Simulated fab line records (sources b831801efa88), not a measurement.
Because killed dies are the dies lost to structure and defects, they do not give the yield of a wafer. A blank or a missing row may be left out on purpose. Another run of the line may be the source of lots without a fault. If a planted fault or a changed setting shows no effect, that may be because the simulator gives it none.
One fault through the eyes of 2 desks | flow sky130 | only its own numbers are on each desk; what lay behind them is given at the end

## FOR THE TOOL OWNER'S DESK: plasmaAsher-02
The tool's own readings at SKY_VT_ADJUST_LVTN_STRIP_20 (strips in O2/N2): means of the sampled wafers that have a number, for each lot that ran on this tool. If a lot's mean is further than 4 standard deviations from the usual mean, the lot is out of limits and carries the mark OUT (the distance appears in the brackets).
Columns: A = drypumpMotorCurrentA at SKY_VT_ADJUST_LVTN_STRIP_20, usual 5.5 A; B = oesProductAu at SKY_VT_ADJUST_LVTN_STRIP_20, usual 0.716 a.u.; C = stripTimeToEndpointS at SKY_VT_ADJUST_LVTN_STRIP_20, usual 14.17 s
lot  | first seen here | A   | B     | C
L843 | day 7 18:06     | 5.7 | 0.716 | 14.18
L844 | day 7 21:17     | 5.7 | 0.714 | 14.17
L856 | day 11 22:08    | 5.7 | 0.715 | 14.17
L865 | day 14 04:21    | 5.7 | 0.715 | 14.17
This desk found nothing out of limits on any of the 4 lots.

## METROLOGY DESK
Lot by lot, what the gauges showed, no matter which tool ran the lot: averages of those sampled wafers that carry a number. If a lot's mean is further than 4 standard deviations from the usual mean, the lot is out of limits and carries the mark OUT (the distance appears in the brackets).
Columns: A = PAD_OPEN_BOW at SKY_PAD_OPEN_BOW_MEAS_13, usual 47 um
lot  | first seen here | A
L843 | day 45 14:24    | 55
L844 | day 45 18:41    | 50
L845 | day 46 05:19    | 42
L846 | day 46 10:50    | 42
L847 | day 46 22:57    | 49
L851 | day 47 18:52    | 43
L856 | day 49 08:46    | 37
L858 | day 49 14:28    | 39
L863 | day 50 08:52    | 52
L864 | day 50 10:46    | 47
L865 | day 50 22:40    | 52
L866 | day 51 02:12    | 53
This desk found nothing out of limits on any of the 12 lots.

## ALL TOGETHER
The tool owner's desk saw nothing out of limits.
Metrology desk: nothing out of limits seen.

## WHAT THE SIMULATOR HAD INSERTED
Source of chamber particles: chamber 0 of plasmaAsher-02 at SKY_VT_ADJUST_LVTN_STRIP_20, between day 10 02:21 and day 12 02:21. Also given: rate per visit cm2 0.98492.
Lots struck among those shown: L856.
